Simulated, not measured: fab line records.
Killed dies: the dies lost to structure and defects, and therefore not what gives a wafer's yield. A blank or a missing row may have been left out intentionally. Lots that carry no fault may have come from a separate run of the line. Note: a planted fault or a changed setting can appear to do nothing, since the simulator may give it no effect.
The tool behind it: which one? + flow sfq line + Sampling: 14 lots, 42 wafers, 4 of 325 route steps

WHAT THE GAUGES READ, wafer by wafer
SFQ_I0_BOW_MEAS_907. Usual: I0_BOW 3 um, standard deviation 7.2.
| lot  | measured     | on            | I0_BOW (um) | flag |
|------|--------------|---------------|-------------|------|
| L977 | day 8 09:43  | film metro-01 | -6 6 2      |      |
| L978 | day 8 12:43  | film metro-01 | 10 10 8     |      |
| L979 | day 8 15:44  | film metro-02 | 2 3 11      |      |
| L980 | day 8 19:07  | film metro-01 | 4 4 1       |      |
| L982 | day 9 12:07  | film metro-02 | -2 -2 -7    |      |
| L985 | day 10 07:19 | film metro-03 | 10 7 2      |      |
| L987 | day 10 21:55 | film metro-03 | -5 -20 2    |      |
| L988 | day 11 01:05 | film metro-01 | 15 5 -3     |      |
| L992 | day 12 04:18 | film metro-02 | 8 -17 6     |      |
| L993 | day 12 07:17 | film metro-03 | -2 5 -6     |      |
| L994 | day 12 19:58 | film metro-03 | 13 9 8      |      |
| L995 | day 13 01:55 | film metro-01 | -6 1 9      |      |
| L998 | day 14 02:59 | film metro-02 | 10 6 0      |      |
| L100 | day 14 11:59 | film metro-01 | 21 7 8      |      |

SFQ_I3_BOW_MEAS_922. Usual: I3_BOW 6 um, standard deviation 9.1.
| lot  | measured     | on            | I3_BOW (um) | flag |
|------|--------------|---------------|-------------|------|
| L977 | day 28 08:17 | film metro-02 | 0 11 6      |      |
| L978 | day 28 11:55 | film metro-02 | 23 23 19    |      |
| L979 | day 28 23:56 | film metro-03 | 8 11 20     |      |
| L980 | day 29 13:19 | film metro-04 | -3 -2 -7    |      |
| L982 | day 30 14:19 | film metro-02 | 6 7 1       |      |
| L985 | day 31 22:22 | film metro-03 | 15 14 9     |      |
| L987 | day 32 17:34 | film metro-04 | -5 -19 3    |      |
| L988 | day 32 23:34 | film metro-04 | 18 10 2     |      |
| L992 | day 34 12:18 | film metro-04 | 17 -9 13    |      |
| L993 | day 34 18:09 | film metro-03 | 8 16 4      |      |
| L994 | day 35 03:33 | film metro-04 | 18 13 13    |      |
| L995 | day 35 09:31 | film metro-02 | -4 1 9      |      |
| L998 | day 36 12:31 | film metro-03 | 5 2 -4      |      |
| L100 | day 37 01:53 | film metro-04 | 24 11 10    |      |

WHICH TOOL RAN EACH LOT (tool, then ch and the chambers of the sampled wafers, then the start)
| lot  | SFQ_TRILAYER_M0_BARC_OPEN_METAL_ETCH_031 | SFQ_TRILAYER_M1_STRIP_STRIP_043   |
|------|------------------------------------------|-----------------------------------|
| L977 | rie metal-04 ch 0,1, day 7 20:47         | rie metal-03 ch 0,1, day 12 17:05 |
| L978 | rie metal-04 ch 0,1, day 8 01:35         | rie metal-03 ch 0,1, day 12 19:29 |
| L979 | rie metal-03 ch 0,1, day 8 05:11         | rie metal-04 ch 0, day 12 23:28   |
| L980 | rie metal-02 ch 0,1, day 8 11:11         | rie metal-04 ch 0, day 13 07:13   |
| L982 | rie metal-04 ch 0,1, day 9 04:00         | rie metal-04 ch 0,1, day 14 02:26 |
| L985 | rie metal-02 ch 0,1, day 9 20:48         | rie metal-01 ch 0,1, day 15 06:02 |
| L987 | rie metal-03 ch 0,1, day 10 08:47        | rie metal-04 ch 0,1, day 15 21:26 |
| L988 | rie metal-04 ch 0,1, day 10 15:59        | rie metal-03 ch 0,1, day 16 01:02 |
| L992 | rie metal-02 ch 0,1, day 11 16:05        | rie metal-03 ch 0,1, day 17 07:28 |
| L993 | rie metal-03 ch 0,1, day 12 02:53        | rie metal-04 ch 0,1, day 17 09:52 |
| L994 | rie metal-02 ch 0,1, day 12 15:54        | rie metal-04 ch 0,1, day 17 19:40 |
| L995 | rie metal-02 ch 1, day 12 19:29          | rie metal-04 ch 1, day 18 06:14   |
| L998 | rie metal-02 ch 0,1, day 13 20:41        | rie metal-01 ch 0,1, day 19 16:58 |
| L100 | rie metal-04 ch 0,1, day 14 05:05        | rie metal-03 ch 0,1, day 19 22:58 |
- SFQ_TRILAYER_M0_BARC_OPEN_METAL_ETCH_031: etches BARC in O2, target depth 125 nm, time 41.7 s.
- SFQ_TRILAYER_M1_STRIP_STRIP_043: strips in O2.

WHAT THE TOOLS THEMSELVES READ (means of the sampled wafers that have a number; where no wafer has one, the mark that the record gives instead)
SFQ_TRILAYER_M0_BARC_OPEN_METAL_ETCH_031. Usual: chamber pressure mTorr 10.000 mTorr, standard deviation 0.009; drypump motor current A 5.4 A, standard deviation 0.39; oes product au 0.684 a.u., standard deviation 0.0049.
| lot  | tool         | chamber pressure mTorr (mTorr) | drypump motor current A (A) | oes product au (a.u.) | flag |
|------|--------------|--------------------------------|-----------------------------|-----------------------|------|
| L977 | rie metal-04 | 9.999                          | 4.9                         | 0.684                 |      |
| L978 | rie metal-04 | 9.999                          | 5.0                         | 0.689                 |      |
| L979 | rie metal-03 | 10.009                         | 5.4                         | 0.688                 |      |
| L980 | rie metal-02 | 9.994                          | 5.9                         | 0.688                 |      |
| L982 | rie metal-04 | 9.994                          | 4.9                         | 0.680                 |      |
| L985 | rie metal-02 | 10.009                         | 5.8                         | 0.686                 |      |
| L987 | rie metal-03 | 10.009                         | 5.4                         | 0.688                 |      |
| L988 | rie metal-04 | 9.998                          | 5.0                         | 0.688                 |      |
| L992 | rie metal-02 | 10.004                         | 5.9                         | 0.684                 |      |
| L993 | rie metal-03 | 9.997                          | 5.3                         | 0.683                 |      |
| L994 | rie metal-02 | 10.000                         | 5.9                         | 0.680                 |      |
| L995 | rie metal-02 | 9.996                          | 5.9                         | 0.685                 |      |
| L998 | rie metal-02 | 9.990                          | 5.8                         | 0.683                 |      |
| L100 | rie metal-04 | 10.000                         | 4.9                         | 0.679                 |      |

SFQ_TRILAYER_M1_STRIP_STRIP_043. Usual: chamber pressure mTorr 50.00 mTorr, standard deviation 0.045; drypump motor current A 5.16 A, standard deviation 0.19; oes product au 1.006 a.u., standard deviation 0.011.
| lot  | tool         | chamber pressure mTorr (mTorr) | drypump motor current A (A) | oes product au (a.u.) | flag |
|------|--------------|--------------------------------|-----------------------------|-----------------------|------|
| L977 | rie metal-03 | 50.02                          | 5.37                        | 1.003                 |      |
| L978 | rie metal-03 | 50.01                          | 5.37                        | 1.004                 |      |
| L979 | rie metal-04 | 49.99                          | 5.06                        | 1.009                 |      |
| L980 | rie metal-04 | 49.98                          | 5.05                        | 1.006                 |      |
| L982 | rie metal-04 | 50.02                          | 4.99                        | 1.004                 |      |
| L985 | rie metal-01 | 49.96                          | 5.09                        | 1.006                 |      |
| L987 | rie metal-04 | 50.02                          | 4.99                        | 1.000                 |      |
| L988 | rie metal-03 | 60.05                          | 5.35                        | 1.005                 | OFF  |
| L992 | rie metal-03 | 60.03                          | 5.38                        | 1.002                 | OFF  |
| L993 | rie metal-04 | 50.02                          | 4.93                        | 0.997                 |      |
| L994 | rie metal-04 | 49.98                          | 4.92                        | 0.996                 |      |
| L995 | rie metal-04 | 49.99                          | 4.86                        | 0.999                 |      |
| L998 | rie metal-01 | 50.02                          | 5.10                        | 1.012                 |      |
| L100 | rie metal-03 | 49.95                          | 5.39                        | 1.009                 |      |

THE ANSWER, worked out from the rows above alone
Rule: a lot counts as off when the mean over its wafers that have a number is more than 3 standard deviations away from the usual mean. Also off: a lot with no number at a reading for which 4 or more lots have one. Where the step has rows for the other lots, those lots are counted as sound. After the gauges, taken in route order, come the tools' own readings; for these a lot's mean is taken, as printed above. The first step at which some lot is off is used, and at that step the reading that is off furthest; a lot without a number counts as furthest.
Off, at SFQ_TRILAYER_M1_STRIP_STRIP_043 on chamber pressure mTorr: L988, L992.
A tool fits if, at that step or a process step before it, it ran every lot that is off, and no sound lot after the first of them. Of those tried, none fits.

WHAT THE SIMULATOR HAD INSERTED
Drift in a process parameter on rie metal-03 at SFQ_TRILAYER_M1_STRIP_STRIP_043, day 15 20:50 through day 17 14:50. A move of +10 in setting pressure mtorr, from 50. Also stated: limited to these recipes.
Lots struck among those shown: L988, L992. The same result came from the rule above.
